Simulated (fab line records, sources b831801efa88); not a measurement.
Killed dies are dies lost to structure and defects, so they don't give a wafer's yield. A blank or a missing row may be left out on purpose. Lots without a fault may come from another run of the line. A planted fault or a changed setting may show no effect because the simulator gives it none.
fab line records | flow sky130
record lots=5 wafers=15 last_day=49
route steps=708 shown SD_P@359 RES_XHIGH@360 SALICIDE@361 LI_CONTACT@362 LOCAL_INTERCONNECT@387
lots that met no fault: from a run of the same line without faults
start_h: hours from the record's first day to the start of the lot's first wafer shown | wait_h: hours since the lot's step before | " the same as in the row above | L1.1+2: a row that stands for several wafers | - no value, or no start given | * or withheld: withheld | < > ~ a bound
route shown NAME@n: a module of which the file shows steps, and the number in the route of the first | usual: mean/standard deviation of fault-free wafers | same: alike in all rows | chamber/n: place in a boat | sites: the reading at each site | _std_site: their standard deviation | _edge_site: outer sites' mean less inner sites' | radius_mm: how far each site lies from the wafer's centre | mask NAME#n: copy n | behind: the tool/chamber that last shaped the wafer | hold: why the lot was held/for how many hours/how that ended | device: the transistor (n, p or np) that didn't switch | end of line: the same wafers' tests at the end of the route | a step without rows: its recipe alone | killed: dies lost to structure and defects at the first sort, not the wafer's yield | map: a wafer's dies, x killed, . not, _ none there
set.NAME: the setting as run; set.NAME@STEP: as run at that earlier step | model.NAME: the simulator's own value behind a step, which no gauge read
lots at some steps of the route; a table a step, a row a wafer
services: from which hour (start_h, from the record's first day; less than 0 if before it) a tool's chamber was out of use, for how many hours, and why
## steps
# step SKY_SD_N_RS_MEAS_17
# recipe thk_meas_gauge=four-point-probe
# usual SD_P_RS=147.4/0.32
# columns lot.wafer tool chamber start_h wait_h SD_P_RS[ohm/sq]
L084.3 film_metro-04 - 740.49 0.1 147.5
L084.4 " - " " 147.5
L084.6 " - " " 146.9
L087.3 film_metro-04 - 754.72 0.1 147.2
L087.5 " - " " 147.1
L087.6 " - " " 147.6
L089.2 film_metro-03 - 768.18 0.1 147.8
L089.3 " - " " 148.0
L089.6 " - " " 147.5
L091.1 film_metro-03 - 781.48 0.1 148.2
L091.4 " - " " 147.3
L091.6 " - " " 147.7
L092.3 film_metro-03 - 793.88 0.1 147.3
L092.5 " - " " 147.3
L092.6 " - " " 147.2
# step SKY_SD_N_RS_MEAS_18
# recipe thk_meas_gauge=four-point-probe
# usual RES_XHIGH_RS=333.9/1.2
# columns lot.wafer tool chamber start_h wait_h RES_XHIGH_RS[ohm/sq]
L084.3 film_metro-04 - 740.61 0.1 335.2
L084.4 " - " " 335.4
L084.6 " - " " 332.9
L087.3 film_metro-04 - 754.84 0.1 332.6
L087.5 " - " " 332.4
L087.6 " - " " 332.8
L089.2 film_metro-03 - 768.30 0.1 333.2
L089.3 " - " " 333.3
L089.6 " - " " 333.9
L091.1 film_metro-03 - 781.60 0.1 334.9
L091.4 " - " " 334.8
L091.6 " - " " 336.4
L092.3 film_metro-03 - 794.00 0.1 335.1
L092.5 " - " " 334.3
L092.6 " - " " 334.9
# step SKY_SALICIDE_CLEAN_00
# recipe chemistry=HF-last time_s=30 dilution=100:1 dry=ipa_marangoni
# columns lot.wafer tool chamber start_h wait_h
L084.3+4+6 wet_bench-04 0 740.69 0.1
L087.3+5+6 wet_bench-03 0 754.92 0.1
L089.2+3+6 wet_bench-03 3 768.40 0.1
L091.1+4+6 wet_bench-01 0 781.72 0.1
L092.3+5+6 wet_bench-04 3 794.08 0.1
# step SKY_LI_CONTACT_HDPCVD_00
# recipe material=PSG target_thk_nm=930 sigma_open_frac=0.3 time_s=151.1 temp_c=600 sih4_flow_sccm=60 pressure_mtorr=6
# columns lot.wafer tool chamber start_h wait_h
L084.3+4+6 hdpcvd-02 2,2,0 740.71 0.0
L087.3+5+6 hdpcvd-01 0,1,0 754.94 0.0
L089.2+3+6 hdpcvd-01 0,1,2 768.41 0.0
L091.1+4+6 hdpcvd-02 2,2,0 781.74 0.0
L092.3+5+6 hdpcvd-01 0,0,1 794.15 0.1
# step SKY_LI_CONTACT_THK_MEAS_01
# recipe reads=PSG_of_LI_CONTACT_HDPCVD_00
# usual LI_CONTACT_HDPCVD_THK=909/9.6
# columns lot.wafer tool chamber start_h wait_h LI_CONTACT_HDPCVD_THK[nm]
L084.3 film_metro-01 - 740.83 0.1 921
L084.4 " - " " 922
L084.6 " - " " 911
L087.3 film_metro-04 - 755.06 0.1 910
L087.5 " - " " 901
L087.6 " - " " 906
L089.2 film_metro-04 - 768.53 0.1 893
L089.3 " - " " 888
L089.6 " - " " 901
L091.1 film_metro-01 - 781.84 0.1 927
L091.4 " - " " 917
L091.6 " - " " 898
L092.3 film_metro-01 - 794.27 0.1 910
L092.5 " - " " 910
L092.6 " - " " 911
# step SKY_LI_CONTACT_CMP_02
# recipe material=PSG down_force_psi=4 platen_rpm=60 pad_velocity_m_s=0.94248
# usual motor_current_A=12.1/0.72 slurry_flow_ml_min=150.0/0.45 time_to_endpoint_s=30.0/2.6
# columns lot.wafer tool chamber start_h wait_h motor_current_A slurry_flow_ml_min time_to_endpoint_s
L084.4 cmp-01 1 741.04 0.2 11.5 150.1 32.6
L084.3 " 2 " " 12.1 150.5 30.8
L084.6 " 2 " " 11.8 150.1 29.6
L087.3 cmp-02 1 755.43 0.4 13.7 149.2 35.6
L087.5 " 2 " " 11.7 149.0 34.8
L087.6 " 3 " " 10.1 149.9 31.2
L089.3 cmp-01 0 768.68 0.1 12.4 149.5 25.9
L089.2 " 1 " " 12.1 151.0 28.1
L089.6 " 3 " " 12.6 149.2 27.9
L091.1 cmp-02 1 782.00 0.1 14.0 150.3 33.3
L091.4 " 2 " " 11.7 149.7 34.2
L091.6 " 3 " " 10.7 150.5 27.0
L092.3 cmp-02 1 794.36 0.1 13.9 149.9 29.9
L092.6 " 0 " " 11.4 149.8 24.8
L092.5 " 1 " " 13.5 150.5 30.1
# step SKY_LI_CONTACT_BOW_MEAS_03
# recipe mode=bow
# usual LI_CONTACT_BOW=55/7
# columns lot.wafer tool chamber start_h wait_h LI_CONTACT_BOW[um]
L084.3 film_metro-04 - 741.43 0.3 56
L084.4 " - " " 59
L084.6 " - " " 56
L087.3 film_metro-01 - 755.62 0.1 46
L087.5 " - " " 47
L087.6 " - " " 57
L089.2 film_metro-04 - 768.90 0.1 54
L089.3 " - " " 57
L089.6 " - " " 48
L091.1 film_metro-03 - 782.20 0.1 53
L091.4 " - " " 54
L091.6 " - " " 58
L092.3 film_metro-03 - 794.65 0.2 63
L092.5 " - " " 63
L092.6 " - " " 66
# step SKY_LI_CONTACT_DEHYDRATE_04
# recipe temp_c=200 time_s=60
# usual plate_temp_C=199.95/0.16
# columns lot.wafer tool chamber start_h wait_h plate_temp_C
L084.3 litho_track-04 0 753.68 12.2 199.88
L084.4 " 0 " " 199.92
L084.6 " 0 " " 199.96
L087.3 litho_track-03 0 769.95 14.3 199.88
L087.5 " 0 " " 199.78
L087.6 " 0 " " 199.80
L089.2 litho_track-01 0 781.17 12.3 199.87
L089.3 " 0 " " 199.99
L089.6 " 0 " " 200.00
L091.1 litho_track-01 0 795.84 13.6 199.98
L091.4 " 0 " " 200.02
L091.6 " 0 " " 199.87
L092.3 litho_track-04 0 805.93 11.3 199.85
L092.5 " 0 " " 200.17
L092.6 " 0 " " 199.96
# step SKY_LI_CONTACT_HMDS_05
# recipe prime_time_s=60 prime_temp_c=120
# columns lot.wafer tool chamber start_h wait_h
L084.3+4+6 litho_track-04 0 753.83 0.1
L087.3+5+6 litho_track-03 0 770.10 0.1
L089.2+3+6 litho_track-01 0 781.32 0.1
L091.1+4+6 litho_track-01 0 795.99 0.1
L092.3+5+6 litho_track-04 0 806.08 0.1
# step SKY_LI_CONTACT_COAT_06
# recipe resist=BARC temp_c=withheld time_s=withheld spin_rpm=3000 resist_thk_nm=60
# columns lot.wafer tool chamber start_h wait_h
L084.3+4+6 litho_track-04 0 753.98 0.1
L087.3+5+6 litho_track-03 0 770.25 0.1
L089.2+3+6 litho_track-01 0 781.47 0.1
L091.1+4+6 litho_track-01 0 796.14 0.1
L092.3+5+6 litho_track-04 0 806.23 0.1
# step SKY_LI_CONTACT_COAT_07
# recipe resist=KrF-thick spin_rpm=3000 resist_thk_nm=450
# columns lot.wafer tool chamber start_h wait_h
L084.3+4+6 litho_track-04 0 - -
L087.3+5+6 litho_track-03 0 - -
L089.2+3+6 litho_track-01 0 - -
L091.1+4+6 litho_track-01 0 - -
L092.3+5+6 litho_track-04 0 - -
# step SKY_LI_CONTACT_SOFTBAKE_08
# recipe temp_c=100 time_s=90 resist=KrF-thick
# usual plate_temp_C=99.98/0.12
# columns lot.wafer tool chamber start_h wait_h plate_temp_C
L084.3 litho_track-04 0 - - 99.89
L084.4 " 0 " " 99.99
L084.6 " 0 " " 99.99
L087.3 litho_track-03 0 - - 100.20
L087.5 " 0 " " 100.03
L087.6 " 0 " " 100.03
L089.2 litho_track-01 0 - - 99.78
L089.3 " 0 " " 100.22
L089.6 " 0 " " 99.95
L091.1 litho_track-01 0 - - 100.05
L091.4 " 0 " " 99.94
L091.6 " 0 " " 99.92
L092.3 litho_track-04 0 - - 99.99
L092.5 " 0 " " 100.10
L092.6 " 0 " " 100.13
# step SKY_LI_CONTACT_EXPOSE_09
# recipe mask_id=LICM1 na=0.8 source_shape=annular sigma_inner=0.55 sigma_outer=0.85 target_cd_nm=170 dose_mj=38
# columns lot.wafer tool chamber start_h wait_h mask
L084.3+4+6 krf_scanner-02 0 - - LICM1#0
L087.3+5+6 krf_scanner-02 0 - - LICM1#0
L089.2+3+6 krf_scanner-02 0 - - LICM1#0
L091.1+4+6 krf_scanner-02 0 - - LICM1#0
L092.3+5+6 krf_scanner-01 0 - - LICM1#0
# step SKY_LI_CONTACT_PEB_10
# recipe peb_temp_c=withheld peb_time_s=withheld resist=KrF-thick
# columns lot.wafer tool chamber start_h wait_h
L084.3+4+6 litho_track-03 0 - -
L087.3+5+6 litho_track-03 0 - -
L089.2+3+6 litho_track-03 0 - -
L091.1+4+6 litho_track-01 0 - -
L092.3+5+6 litho_track-03 0 - -
# step SKY_LI_CONTACT_DEVELOP_11
# recipe develop_time_s=62.17 resist=KrF-thick dev_temp_c=21
# columns lot.wafer tool chamber start_h wait_h
L084.3+4+6 litho_track-03 0 - -
L087.3+5+6 litho_track-03 0 - -
L089.2+3+6 litho_track-03 0 - -
L091.1+4+6 litho_track-01 0 - -
L092.3+5+6 litho_track-03 0 - -
# step SKY_LI_CONTACT_CD_MEAS_12
# recipe target_cd_nm=170
# usual cd_nm=169.8/1.3
# columns lot.wafer tool chamber start_h wait_h cd_nm
L084.3 cd_sem-01 - 769.14 - 167.2
L084.4 " - " " 169.3
L084.6 " - " " 168.0
L087.3 cd_sem-02 - 782.99 - 169.0
L087.5 " - " " 168.0
L087.6 " - " " 168.1
L089.2 cd_sem-02 - 795.97 - 170.5
L089.3 " - " " 171.0
L089.6 " - " " 170.5
L091.1 cd_sem-02 - 808.74 - 170.5
L091.4 " - " " 168.2
L091.6 " - " " 169.4
L092.3 cd_sem-01 - 820.99 - 170.0
L092.5 " - " " 171.5
L092.6 " - " " 171.8
# step SKY_LI_CONTACT_OVL_MEAS_13
# usual LI_CONTACT_OVL=-4/5.6
# columns lot.wafer tool chamber start_h wait_h LI_CONTACT_OVL[nm]
L084.3 overlay-02 - 769.23 0.1 -5
L084.4 " - " " -2
L084.6 " - " " 0
L087.3 overlay-01 - 783.08 0.1 4
L087.5 " - " " 5
L087.6 " - " " -8
L089.2 overlay-01 - 796.08 0.1 -4
L089.3 " - " " -2
L089.6 " - " " 7
L091.1 overlay-02 - 808.86 0.1 -5
L091.4 " - " " -2
L091.6 " - " " -2
L092.3 overlay-02 - 821.08 0.1 -11
L092.5 " - " " -11
L092.6 " - " " -5
# step SKY_LI_CONTACT_ETCH_14
# recipe chemistry=N2/H2 target=BARC ion_energy_ev=200 source_w=500 bias_w=100 pressure_mtorr=30 n2_flow_sccm=100 h2_flow_sccm=200 stop_on=SiO2 time_s=45.9 target_depth_a=600
# usual drypump_motor_current_A=5.9/0.38 h2_flow_sccm=199.9/0.67 oes_product_au=0.855/0.0049 rf_fwd_power_W=495.0/2 throttle_valve_pct=13.225/0.0089
# columns lot.wafer tool chamber start_h wait_h drypump_motor_current_A h2_flow_sccm oes_product_au rf_fwd_power_W rf_hours_counter_h throttle_valve_pct
L084.3 rie_diel-04 0 769.26 0.0 6.2 200.7 0.861 497.2 4 13.225
L084.4 " 2 " " 6.1 200.2 0.853 499.8 20 13.229
L084.6 " 1 " " 6.0 199.4 0.859 497.7 - 13.247
L087.3 rie_diel-02 2 783.11 0.0 5.6 200.2 0.853 491.8 0 13.234
L087.5 " 0 " " 5.3 200.3 0.857 494.6 - 13.226
L087.6 " 3 " " 5.5 200.9 0.838 492.6 - 13.219
L089.2 rie_diel-01 2 796.11 0.0 6.5 200.0 0.860 495.8 13 13.233
L089.3 " 0 " " 6.2 199.1 0.857 499.6 18 13.223
L089.6 " 2 " " 6.5 199.9 0.844 496.0 - 13.226
L091.1 rie_diel-04 3 808.90 0.0 5.4 200.0 0.859 495.3 12 13.238
L091.4 " 2 " " 6.1 200.2 0.854 497.0 21 13.225
L091.6 " 3 " " 5.4 200.4 0.853 493.3 - 13.228
L092.3 rie_diel-02 2 821.11 0.0 5.6 200.5 0.863 494.6 1 13.229
L092.5 " 1 " " 6.2 199.6 0.862 495.4 - 13.231
L092.6 " 2 " " 5.6 200.1 0.857 491.7 - 13.214
# step SKY_LI_CONTACT_ETCH_15
# recipe target=PSG chemistry=C4F8/O2/Ar stop_on=Si taper_deg=4.15 mask_material=KrF-thick source_w=1500 bias_w=1200 pressure_mtorr=40 c4f8_flow_sccm=withheld O2_flow_sccm=6 Ar_flow_sccm=300 time_s=withheld target_depth_a=6000
# usual oes_product_au=0.836/0.0042 rf_fwd_power_W=1492/4.1
# columns lot.wafer tool chamber start_h wait_h oes_product_au rf_fwd_power_W
L084.3 rie_diel-04 0 769.30 0.0 0.834 1495
L084.4 " 2 " " 0.835 1496
L084.6 " 1 " " 0.837 1491
L087.3 rie_diel-02 2 783.15 0.0 0.835 1486
L087.5 " 0 " " 0.834 1497
L087.6 " 3 " " 0.834 1487
L089.2 rie_diel-01 2 796.15 0.0 0.822 1486
L089.3 " 0 " " 0.831 1492
L089.6 " 2 " " 0.833 1496
L091.1 rie_diel-04 3 808.94 0.0 0.840 1493
L091.4 " 2 " " 0.836 1502
L091.6 " 3 " " 0.834 1494
L092.3 rie_diel-02 2 821.15 0.0 0.835 1493
L092.5 " 1 " " 0.839 1493
L092.6 " 2 " " 0.839 1491
# step SKY_LI_CONTACT_STRIP_16
# recipe chemistry=O2/N2 power_w=1400 pressure_mtorr=1500 platen_temp_c=withheld o2_flow_sccm=3000 n2_flow_sccm=300 overash_fraction=0.5
# usual drypump_motor_current_A=5.52/0.21 oes_product_au=0.376/0.0047 strip_time_to_endpoint_s=3.50/0.035
# columns lot.wafer tool chamber start_h wait_h drypump_motor_current_A oes_product_au rf_hours_counter_h strip_time_to_endpoint_s
L084.3 plasma_asher-01 1 769.42 - 5.71 0.385 - 3.55
L084.4 " 0 " " 5.25 0.374 - 3.58
L084.6 " 1 " " 5.68 0.391 - 3.52
L087.3 plasma_asher-01 1 783.27 - 5.68 0.370 - 3.49
L087.5 " 1 " " 5.67 0.372 - 3.50
L087.6 " 0 " " 5.23 0.377 - 3.51
L089.2 plasma_asher-02 0 796.23 - 5.67 0.371 91 3.49
L089.3 " 0 " " 5.68 0.378 - 3.48
L089.6 " 1 " " 5.07 0.367 - 3.48
L091.1 plasma_asher-02 0 809.03 - 5.68 0.376 93 3.52
L091.4 " 0 " " 5.70 0.378 - 3.58
L091.6 " 0 " " 5.68 0.369 - 3.51
L092.3 plasma_asher-03 0 821.27 - 5.59 0.381 - 3.49
L092.5 " 1 " " 5.65 0.374 - 3.49
L092.6 " 0 " " 5.60 0.376 - 3.52
# step SKY_LI_CONTACT_CLEAN_17
# recipe chemistry=NMP time_s=600 temp_c=60 dry=n2_spin
# columns lot.wafer tool chamber start_h wait_h
L084.3+4+6 wet_bench-03 0 769.48 0.0
L087.3+5+6 wet_bench-02 0 783.33 0.0
L089.2+3+6 wet_bench-01 2 796.33 0.1
L091.1+4+6 wet_bench-02 3 809.13 0.1
L092.3+5+6 wet_bench-02 3 821.33 0.0
# step SKY_LI_CONTACT_PRE_CLEAN_18
# recipe gas=Ar time_s=5.6 bias_v=358
# columns lot.wafer tool chamber start_h wait_h
L084.3+4+6 pvd_sputter-02 - 769.66 0.0
L087.3+5+6 pvd_sputter-01 - 783.51 0.0
L089.2+3+6 pvd_sputter-03 - 796.51 0.0
L091.1+4+6 pvd_sputter-01 - 809.30 0.0
L092.3+5+6 pvd_sputter-01 - 821.51 0.0
# step SKY_LI_CONTACT_SPUTTER_19
# recipe material=Ti target_thk_nm=20 chamber_pressure_pa=5 power_w=2500 substrate_temp_c=200 time_s=106.37
# usual throttle_valve_pct=30.2/1
# columns lot.wafer tool chamber start_h wait_h throttle_valve_pct
L084.3 pvd_sputter-02 - 769.68 0.0 31.6
L084.4 " - " " 28.7
L084.6 " - " " 30.0
L087.3 pvd_sputter-01 - 783.53 0.0 30.8
L087.5 " - " " 29.5
L087.6 " - " " 30.9
L089.2 pvd_sputter-03 - 796.53 0.0 30.7
L089.3 " - " " 32.4
L089.6 " - " " 29.9
L091.1 pvd_sputter-01 - 809.32 0.0 29.4
L091.4 " - " " 29.0
L091.6 " - " " 30.8
L092.3 pvd_sputter-01 - 821.53 0.0 30.9
L092.5 " - " " 29.4
L092.6 " - " " 31.1
# step SKY_LI_CONTACT_SPUTTER_20
# recipe material=TiN target_thk_nm=20 chamber_pressure_pa=5 power_w=4000 time_s=80
# usual throttle_valve_pct=30.2/1
# columns lot.wafer tool chamber start_h wait_h throttle_valve_pct
L084.3 pvd_sputter-02 - 769.75 0.0 31.7
L084.4 " - " " 28.7
L084.6 " - " " 30.2
L087.3 pvd_sputter-01 - 783.60 0.0 30.8
L087.5 " - " " 29.5
L087.6 " - " " 31.2
L089.2 pvd_sputter-03 - 796.60 0.0 30.6
L089.3 " - " " 32.1
L089.6 " - " " 30.2
L091.1 pvd_sputter-01 - 809.40 0.0 29.4
L091.4 " - " " 28.8
L091.6 " - " " 30.9
L092.3 pvd_sputter-01 - 821.60 0.0 30.7
L092.5 " - " " 29.5
L092.6 " - " " 30.9
# step SKY_LI_CONTACT_CVD_21
# recipe material=W target_thk_nm=400 time_s=120.56 temp_c=400 pressure_torr=40
# usual heater_power_w=839/44
# columns lot.wafer tool chamber start_h wait_h heater_power_w
L084.3 cvd_w-01 1 769.86 0.1 780
L084.4 " 0 " " 899
L084.6 " 0 " " 885
L087.3 cvd_w-02 1 783.71 0.1 797
L087.5 " 0 " " 868
L087.6 " 1 " " 794
L089.2 cvd_w-01 0 796.67 0.0 885
L089.3 " 1 " " 786
L089.6 " 0 " " 888
L091.1 cvd_w-01 1 809.46 0.0 799
L091.4 " 0 " " 881
L091.6 " 1 " " 780
L092.3 cvd_w-02 1 821.71 0.1 805
L092.5 " 1 " " 841
L092.6 " 0 " " 877
# step SKY_LI_CONTACT_RS_MEAS_22
# recipe thk_meas_gauge=four-point-probe reads=W_of_LI_CONTACT_CVD_21+TiN_of_LI_CONTACT_SPUTTER_20+Ti_of_LI_CONTACT_SPUTTER_19
# usual LI_CONTACT_W_RS=0.285/0.0041
# columns lot.wafer tool chamber start_h wait_h LI_CONTACT_W_RS[ohm/sq]
L084.3 film_metro-01 - 769.98 0.1 0.286
L084.4 " - " " 0.284
L084.6 " - " " 0.286
L087.3 film_metro-01 - 783.83 0.1 0.277
L087.5 " - " " 0.287
L087.6 " - " " 0.275
L089.2 film_metro-01 - 796.81 0.1 0.282
L089.3 " - " " 0.283
L089.6 " - " " 0.284
L091.1 film_metro-03 - 809.58 0.1 0.285
L091.4 " - " " 0.282
L091.6 " - " " 0.286
L092.3 film_metro-01 - 821.83 0.1 0.281
L092.5 " - " " 0.280
L092.6 " - " " 0.287
# step SKY_LI_CONTACT_THK_MEAS_23
# recipe thk_meas_gauge=xrf reads=W_of_LI_CONTACT_CVD_21
# usual LI_CONTACT_W_THK=408/6.3
# columns lot.wafer tool chamber start_h wait_h LI_CONTACT_W_THK[nm]
L084.3 film_metro-01 - 770.08 0.1 413
L084.4 " - " " 410
L084.6 " - " " 406
L087.3 film_metro-01 - 783.93 0.1 419
L087.5 " - " " 407
L087.6 " - " " 422
L089.2 film_metro-01 - 796.92 0.1 413
L089.3 " - " " 415
L089.6 " - " " 409
L091.1 film_metro-03 - 809.70 0.1 410
L091.4 " - " " 412
L091.6 " - " " 408
L092.3 film_metro-01 - 821.93 0.1 414
L092.5 " - " " 414
L092.6 " - " " 407
# step SKY_LI_CONTACT_CMP_24
# recipe stop_on=PSG t_overpolish_s=20 down_force_psi=3.5 platen_rpm=60 target_thk_nm=0 pad_velocity_m_s=0.94248
# usual motor_current_A=11.1/0.7 overpolish_run_s=20.001/0.0088 slurry_flow_ml_min=150.0/0.45 time_to_endpoint_s=97/4.9
# same t_overpolish_s=20
# columns lot.wafer tool chamber start_h wait_h motor_current_A overpolish_run_s slurry_flow_ml_min time_to_endpoint_s
L084.4 cmp-01 0 770.12 0.0 10.7 20.002 150.5 94
L084.3 " 3 " " 10.9 20.014 149.7 99
L084.6 " 0 " " 11.7 20.005 149.8 89
L087.3 cmp-01 2 784.12 0.2 11.5 19.999 150.0 94
L087.6 " 3 " " 11.8 20.014 149.3 99
L087.5 " 0 " " 11.2 19.993 149.2 90
L089.2 cmp-02 3 797.02 0.1 9.4 19.993 150.5 94
L089.3 " 1 " " 12.3 19.990 150.7 99
L089.6 " 3 " " 9.7 19.998 150.3 96
L091.1 cmp-01 2 809.86 0.1 11.2 19.990 150.1 92
L091.4 " 3 " " 11.2 19.987 150.8 91
L091.6 " 0 " " 11.6 20.011 150.4 87
L092.3 cmp-01 3 822.21 0.3 11.6 19.997 150.4 103
L092.6 " 1 " " 10.8 20.002 150.9 98
L092.5 " 2 " " 10.8 20.009 150.5 101
# step SKY_LOCAL_INTERCONNECT_SPUTTER_00
# recipe material=TiN target_thk_nm=100 temp_c=300 power_w=6500 time_s=83.3 chamber_pressure_pa=0.4
# usual throttle_valve_pct=30.2/0.88
# columns lot.wafer tool chamber start_h wait_h throttle_valve_pct
L084.3 pvd_sputter-03 - 770.42 0.1 29.9
L084.4 " - " " 30.7
L084.6 " - " " 30.9
L087.3 pvd_sputter-03 - 784.27 0.1 30.0
L087.5 " - " " 30.7
L087.6 " - " " 30.0
L089.2 pvd_sputter-04 - 797.27 0.2 29.5
L089.3 " - " " 30.6
L089.6 " - " " 30.2
L091.1 pvd_sputter-04 - 810.06 0.1 29.4
L091.4 " - " " 29.7
L091.6 " - " " 29.4
L092.3 pvd_sputter-01 - 822.41 0.1 28.6
L092.5 " - " " 30.8
L092.6 " - " " 28.6
# step SKY_LOCAL_INTERCONNECT_RS_MEAS_01
# recipe thk_meas_gauge=four-point-probe reads=TiN_of_LOCAL_INTERCONNECT_SPUTTER_00
# usual LOCAL_INTERCONNECT_TIN_RS=14.15/0.15
# columns lot.wafer tool chamber start_h wait_h LOCAL_INTERCONNECT_TIN_RS[ohm/sq]
L084.3 film_metro-01 - 770.52 0.1 14.31
L084.4 " - " " 14.21
L084.6 " - " " 14.30
L087.3 film_metro-03 - 784.37 0.1 14.14
L087.5 " - " " 14.14
L087.6 " - " " 14.07
L089.2 film_metro-02 - 797.35 0.1 14.07
L089.3 " - " " 13.99
L089.6 " - " " 13.87
L091.1 film_metro-01 - 810.13 0.0 14.38
L091.4 " - " " 14.14
L091.6 " - " " 14.37
L092.3 film_metro-03 - 822.51 0.1 13.92
L092.5 " - " " 13.97
L092.6 " - " " 13.94
# step SKY_LOCAL_INTERCONNECT_THK_MEAS_02
# recipe thk_meas_gauge=xrf reads=TiN_of_LOCAL_INTERCONNECT_SPUTTER_00
# usual LOCAL_INTERCONNECT_TIN_THK=100.9/1.2
# columns lot.wafer tool chamber start_h wait_h LOCAL_INTERCONNECT_TIN_THK[nm]
L084.3 film_metro-01 - 770.62 0.1 99.0
L084.4 " - " " 99.3
L084.6 " - " " 98.9
L087.3 film_metro-03 - 784.47 0.1 101.6
L087.5 " - " " 102.0
L087.6 " - " " 102.3
L089.2 film_metro-02 - 797.46 0.1 101.6
L089.3 " - " " 101.8
L089.6 " - " " 102.6
L091.1 film_metro-01 - 810.25 0.1 98.9
L091.4 " - " " 100.3
L091.6 " - " " 98.6
L092.3 film_metro-03 - 822.61 0.1 103.3
L092.5 " - " " 102.9
L092.6 " - " " 103.5
# step SKY_LOCAL_INTERCONNECT_DEHYDRATE_03
# recipe temp_c=200 time_s=60
# usual plate_temp_C=200.01/0.17
# columns lot.wafer tool chamber start_h wait_h plate_temp_C
L084.3 litho_track-02 0 782.51 11.9 199.86
L084.4 " 0 " " 199.59
L084.6 " 0 " " 199.67
L087.3 litho_track-03 0 797.75 13.3 200.11
L087.5 " 0 " " 200.07
L087.6 " 0 " " 199.90
L089.2 litho_track-03 0 809.48 12.0 199.96
L089.3 " 0 " " 200.05
L089.6 " 0 " " 200.13
L091.1 litho_track-01 0 823.69 13.4 199.78
L091.4 " 0 " " 199.86
L091.6 " 0 " " 200.24
L092.3 litho_track-02 0 834.01 11.4 199.65
L092.5 " 0 " " 199.99
L092.6 " 0 " " 199.82
# step SKY_LOCAL_INTERCONNECT_HMDS_04
# recipe prime_time_s=60 prime_temp_c=120
# columns lot.wafer tool chamber start_h wait_h
L084.3+4+6 litho_track-02 0 782.66 0.1
L087.3+5+6 litho_track-03 0 797.90 0.1
L089.2+3+6 litho_track-03 0 809.63 0.1
L091.1+4+6 litho_track-01 0 823.84 0.1
L092.3+5+6 litho_track-02 0 834.16 0.1
# step SKY_LOCAL_INTERCONNECT_COAT_05
# recipe resist=BARC temp_c=withheld time_s=withheld spin_rpm=3000 resist_thk_nm=60
# columns lot.wafer tool chamber start_h wait_h
L084.3+4+6 litho_track-02 0 782.81 0.1
L087.3+5+6 litho_track-03 0 798.05 0.1
L089.2+3+6 litho_track-03 0 809.78 0.1
L091.1+4+6 litho_track-01 0 823.99 0.1
L092.3+5+6 litho_track-02 0 834.31 0.1
# step SKY_LOCAL_INTERCONNECT_COAT_06
# recipe resist=KrF-thick spin_rpm=3000 resist_thk_nm=450
# columns lot.wafer tool chamber start_h wait_h
L084.3+4+6 litho_track-02 0 - -
L087.3+5+6 litho_track-03 0 - -
L089.2+3+6 litho_track-03 0 - -
L091.1+4+6 litho_track-01 0 - -
L092.3+5+6 litho_track-02 0 - -
# step SKY_LOCAL_INTERCONNECT_SOFTBAKE_07
# recipe temp_c=100 time_s=90 resist=KrF-thick
# usual plate_temp_C=99.99/0.14
# columns lot.wafer tool chamber start_h wait_h plate_temp_C
L084.3 litho_track-02 0 - - 100.13
L084.4 " 0 " " 100.22
L084.6 " 0 " " 100.18
L087.3 litho_track-03 0 - - 100.11
L087.5 " 0 " " 100.05
L087.6 " 0 " " 99.95
L089.2 litho_track-03 0 - - 99.95
L089.3 " 0 " " 99.99
L089.6 " 0 " " 99.82
L091.1 litho_track-01 0 - - 99.83
L091.4 " 0 " " 99.86
L091.6 " 0 " " 99.62
L092.3 litho_track-02 0 - - 100.08
L092.5 " 0 " " 100.03
L092.6 " 0 " " 100.05
# step SKY_LOCAL_INTERCONNECT_EXPOSE_08
# recipe mask_id=LI1M na=0.8 source_shape=annular sigma_inner=0.55 sigma_outer=0.85 target_cd_nm=170 dose_mj=28
# columns lot.wafer tool chamber start_h wait_h mask
L084.3+4+6 krf_scanner-02 0 - - LI1M#0
L087.3+5+6 krf_scanner-01 0 - - LI1M#0
L089.2+3+6 krf_scanner-02 0 - - LI1M#0
L091.1+4+6 krf_scanner-01 0 - - LI1M#0
L092.3+5+6 krf_scanner-01 0 - - LI1M#0
# step SKY_LOCAL_INTERCONNECT_PEB_09
# recipe peb_temp_c=withheld peb_time_s=withheld resist=KrF-thick
# columns lot.wafer tool chamber start_h wait_h
L084.3+4+6 litho_track-02 0 - -
L087.3+5+6 litho_track-03 0 - -
L089.2+3+6 litho_track-03 0 - -
L091.1+4+6 litho_track-01 0 - -
L092.3+5+6 litho_track-02 0 - -
# step SKY_LOCAL_INTERCONNECT_DEVELOP_10
# recipe develop_time_s=60 resist=KrF-thick dev_temp_c=21
# columns lot.wafer tool chamber start_h wait_h
L084.3+4+6 litho_track-02 0 - -
L087.3+5+6 litho_track-03 0 - -
L089.2+3+6 litho_track-03 0 - -
L091.1+4+6 litho_track-01 0 - -
L092.3+5+6 litho_track-02 0 - -
# step SKY_LOCAL_INTERCONNECT_CD_MEAS_11
# recipe target_cd_nm=170
# usual cd_nm=170.0/1.6
# columns lot.wafer tool chamber start_h wait_h cd_nm
L084.3 cd_sem-02 - 797.30 - 169.1
L084.4 " - " " 169.3
L084.6 " - " " 169.9
L087.3 cd_sem-02 - 810.99 - 170.1
L087.5 " - " " 169.1
L087.6 " - " " 170.6
L089.2 cd_sem-02 - 824.12 - 168.8
L089.3 " - " " 168.5
L089.6 " - " " 168.2
L091.1 cd_sem-01 - 836.54 - 167.6
L091.4 " - " " 168.0
L091.6 " - " " 168.9
L092.3 cd_sem-01 - 848.80 - 171.8
L092.5 " - " " 172.4
L092.6 " - " " 171.6
## services
# columns tool chamber start_h hours kind
rie_diel-04 0 717.68 1.9 repair
rie_diel-02 0 728.60 11.9 repair
cmp-02 - 730.12 0.3 repair
rie_diel-04 0 731.75 2.0 repair
cmp-02 - 742.86 4.2 repair
cmp-02 - 747.02 4.0 pm
rie_diel-04 1 748.49 2.4 repair
krf_scanner-01 - 749.79 1.0 pm
krf_scanner-01 - 750.79 4.0 pm
cmp-01 - 751.02 5.4 pm
cmp-01 - 753.17 13.3 repair
krf_scanner-02 - 753.19 0.8 pm
cmp-02 - 753.32 1.0 repair
krf_scanner-01 - 754.81 21.0 pm
cmp-02 - 766.84 1.3 repair
krf_scanner-02 - 771.13 1.3 pm
krf_scanner-01 - 775.81 1.3 pm
cmp-01 - 790.56 4.5 repair
cmp-01 - 791.32 0.9 repair
cmp-01 - 792.12 0.9 repair
pvd_sputter-03 - 801.02 22.6 repair
krf_scanner-02 - 805.17 1.0 pm
krf_scanner-02 - 814.91 4.0 pm
krf_scanner-02 - 837.15 17.0 repair
## key
fault none
